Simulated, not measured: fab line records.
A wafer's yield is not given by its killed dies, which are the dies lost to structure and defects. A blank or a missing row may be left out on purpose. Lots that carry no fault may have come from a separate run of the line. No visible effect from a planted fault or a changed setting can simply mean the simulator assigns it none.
Chamber matching || flow sky130 || 3 sister chambers for SKY_VIA3_HDPCVD_00 on hdpcvd-01
The step deposits SiO2, target thk 1635 nm, time 272.5 s. 3 wafers are shown with their chamber, then 7 later ones without.

WAFERS WITH THEIR CHAMBER
{"wafer": "L826.6", "chamber": 0, "run length s (s)": 300.9}
{"wafer": "L832.2", "chamber": 1, "run length s (s)": 301.0}
{"wafer": "L832.5", "chamber": 2, "run length s (s)": 300.7}

WAFERS MISSING THEIR CHAMBER
{"wafer": "L832.6", "run length s (s)": 300.6}
{"wafer": "L836.1", "run length s (s)": 300.4}
{"wafer": "L836.2", "run length s (s)": 300.6}
{"wafer": "L836.3", "run length s (s)": 301.3}
{"wafer": "L842.1", "run length s (s)": 300.5}
{"wafer": "L842.3", "run length s (s)": 300.8}
{"wafer": "L842.5", "run length s (s)": 300.5}

CHAMBER TAKEN BY EACH
{"wafer": "L832.6", "from the rows above": "can't be placed: 2 or 0 or 1", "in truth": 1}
{"wafer": "L836.1", "from the rows above": "can't be placed: 2 or 0 or 1", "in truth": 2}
{"wafer": "L836.2", "from the rows above": "can't be placed: 2 or 0 or 1", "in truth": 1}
{"wafer": "L836.3", "from the rows above": "can't be placed: 1 or 0 or 2", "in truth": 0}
{"wafer": "L842.1", "from the rows above": "can't be placed: 2 or 0 or 1", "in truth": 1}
{"wafer": "L842.3", "from the rows above": "can't be placed: 0 or 2 or 1", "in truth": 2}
{"wafer": "L842.5", "from the rows above": "can't be placed: 2 or 0 or 1", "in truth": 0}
Placed correctly: 0 of 7. Cannot be placed on the basis of these rows: 7; the candidates contain the true chamber in 7. Wrongly placed: 0.
How it was worked out, from the rows above alone: a wafer's distance from a chamber is the root of the sum, over the readings, of the square of ((its reading less the chamber's mean) divided by the reading's scatter). The wafer belongs to the nearest chamber; if the next one is less than 2 further off, it can't be placed. For every chamber, the mean is computed from those of its wafers that are shown. The scatter: with one shown wafer a chamber, the root of the mean of the squares of how far each hidden wafer lies from its nearest shown one.
